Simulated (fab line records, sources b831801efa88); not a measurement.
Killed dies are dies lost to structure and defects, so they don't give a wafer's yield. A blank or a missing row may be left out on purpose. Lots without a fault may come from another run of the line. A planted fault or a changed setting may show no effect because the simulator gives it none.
Which tool did it? | flow sky130 | 13 lots, 39 wafers sampled, at 3 steps of a route of 708

WHAT THE GAUGES READ, wafer by wafer
SKY_VT_ADJUST_LVTN_TW_MEAS_10.
lot  | measured     | on            | VT_ADJUST_LVTN_TW
L481 | day 6 18:32  | film_metro-04 | 237.1 237.5 237.7
L483 | day 7 11:37  | film_metro-04 | 237.7 236.6 237.8
L484 | day 7 17:46  | film_metro-01 | 241.5 240.6 241.6
L485 | day 7 22:08  | film_metro-04 | 237.2 237.3 237.7
L486 | day 8 09:04  | film_metro-04 | 238.4 239.9 239.0
L489 | day 9 05:25  | film_metro-03 | 30.0 29.9 30.0
L496 | day 10 22:34 | film_metro-03 | 240.6 242.6 241.1
L498 | day 11 18:25 | film_metro-04 | 238.2 237.7 237.5
L499 | day 11 19:56 | film_metro-04 | 236.7 236.7 238.0
L500 | day 12 05:02 | film_metro-01 | 241.9 242.6 242.9
L502 | day 12 19:50 | film_metro-01 | 243.1 243.4 243.7
L503 | day 12 23:02 | film_metro-04 | 235.9 236.2 237.2
L504 | day 13 07:20 | film_metro-03 | 241.8 242.3 243.1

WHICH TOOL RAN EACH LOT (tool, then ch and the chambers of the sampled wafers, then the start)
lot  | SKY_VT_ADJUST_HVTP_STRIP_10          | SKY_VT_ADJUST_LVTN_STRIP_09
L481 | plasma_asher-04 ch 0,1, day 5 23:38  | plasma_asher-03 ch 0,1, day 6 18:26
L483 | plasma_asher-02 ch 0,1, day 6 15:42  | plasma_asher-03 ch 1, day 7 11:31
L484 | plasma_asher-03 ch 1, day 6 21:57    | plasma_asher-01 ch 0,1, day 7 17:40
L485 | plasma_asher-03 ch 0,1, day 7 01:49  | plasma_asher-03 ch 0,1, day 7 22:02
L486 | plasma_asher-04 ch 0,1, day 7 11:36  | plasma_asher-01 ch 0,1, day 8 08:58
L489 | plasma_asher-03 ch 0, day 8 07:48    | plasma_asher-02 ch 0,1, day 9 05:19
L496 | plasma_asher-04 ch 0,1, day 9 23:11  | plasma_asher-03 ch 0,1, day 10 22:28
L498 | plasma_asher-03 ch 0,1, day 10 19:08 | plasma_asher-01 ch 0,1, day 11 18:19
L499 | plasma_asher-02 ch 0,1, day 10 20:24 | plasma_asher-01 ch 0,1, day 11 19:50
L500 | plasma_asher-02 ch 0, day 11 04:44   | plasma_asher-02 ch 0,1, day 12 04:56
L502 | plasma_asher-04 ch 0,1, day 11 18:23 | plasma_asher-03 ch 0,1, day 12 19:44
L503 | plasma_asher-04 ch 0,1, day 11 21:23 | plasma_asher-03 ch 0,1, day 12 22:57
L504 | plasma_asher-02 ch 0,1, day 12 05:56 | plasma_asher-03 ch 0,1, day 13 07:14
- SKY_VT_ADJUST_HVTP_STRIP_10: strips in O2/N2.
- SKY_VT_ADJUST_LVTN_STRIP_09: strips in O2/N2.

WHAT THE TOOLS THEMSELVES READ (means of the sampled wafers that have a number; where no wafer has one, the mark that the record gives instead)
SKY_VT_ADJUST_HVTP_STRIP_10.
lot  | tool            | drypump_motor_current_A (A) | oes_product_au (a.u.) | strip_time_to_endpoint_s (s)
L481 | plasma_asher-04 | 6.2                         | 0.715                 | 14.20
L483 | plasma_asher-02 | 5.5                         | 0.717                 | 14.15
L484 | plasma_asher-03 | 5.9                         | 0.715                 | 14.21
L485 | plasma_asher-03 | 5.8                         | 0.718                 | 14.22
L486 | plasma_asher-04 | 6.1                         | 0.722                 | 14.20
L489 | plasma_asher-03 | 5.7                         | 0.915                 | -
L496 | plasma_asher-04 | 6.2                         | 0.715                 | 14.18
L498 | plasma_asher-03 | 5.8                         | 0.717                 | 14.21
L499 | plasma_asher-02 | 5.5                         | 0.722                 | 14.17
L500 | plasma_asher-02 | 6.4                         | 0.712                 | 14.21
L502 | plasma_asher-04 | 6.3                         | 0.714                 | 14.20
L503 | plasma_asher-04 | 6.3                         | 0.714                 | 14.17
L504 | plasma_asher-02 | 5.5                         | 0.714                 | 14.19

SKY_VT_ADJUST_LVTN_STRIP_09.
lot  | tool            | drypump_motor_current_A (A) | oes_product_au (a.u.) | strip_time_to_endpoint_s (s)
L481 | plasma_asher-03 | 5.8                         | 0.722                 | 36.97
L483 | plasma_asher-03 | 5.9                         | 0.724                 | 36.80
L484 | plasma_asher-01 | 6.1                         | 0.720                 | 36.95
L485 | plasma_asher-03 | 5.8                         | 0.725                 | 36.86
L486 | plasma_asher-01 | 6.0                         | 0.728                 | 36.97
L489 | plasma_asher-02 | 5.5                         | 0.727                 | 46.88
L496 | plasma_asher-03 | 5.8                         | 0.719                 | 36.77
L498 | plasma_asher-01 | 6.0                         | 0.727                 | 36.99
L499 | plasma_asher-01 | 6.0                         | 0.723                 | 36.94
L500 | plasma_asher-02 | 5.9                         | 0.722                 | 37.02
L502 | plasma_asher-03 | 5.8                         | 0.719                 | 36.82
L503 | plasma_asher-03 | 5.8                         | 0.719                 | 36.89
L504 | plasma_asher-03 | 5.8                         | 0.719                 | 36.77

THE ANSWER, worked out from the rows above alone
Rule: what is usual is taken from the lots themselves. Put in order of their means at a reading, lots are off if they are a third of the lots or fewer, leave a main group of 4 or more, and stand apart from it by a gap of 3 or more times the standard deviation of the main group's means; of several such gaps the widest counts. A main group whose means are all the same, to the digits that the tables above print for the reading, isn't used. A lot without any number at a reading at which 4 lots or more have one is off too. The other lots that the step has rows for count as sound. The gauges are gone through in route order, then the tools' own readings, and for those a lot's mean is taken as printed above. The first step at which some lot is off is used, and at that step the reading that is off furthest; a lot without a number counts as furthest.
Off: L489, at SKY_VT_ADJUST_LVTN_TW_MEAS_10 (VT_ADJUST_LVTN_TW). The main group: mean 239.5, standard deviation 2.4.
A tool fits if, at a process step before that reading, it ran every lot that is off, and no sound lot after the first of them. The gauges at SKY_VT_ADJUST_LVTN_TW_MEAS_10 aren't tried: what is off there is off at SKY_VT_ADJUST_HVTP_STRIP_10 too, on other tools, and a gauge's error can't cause that. None of those tried fits.

WHAT THE SIMULATOR HAD PUT IN
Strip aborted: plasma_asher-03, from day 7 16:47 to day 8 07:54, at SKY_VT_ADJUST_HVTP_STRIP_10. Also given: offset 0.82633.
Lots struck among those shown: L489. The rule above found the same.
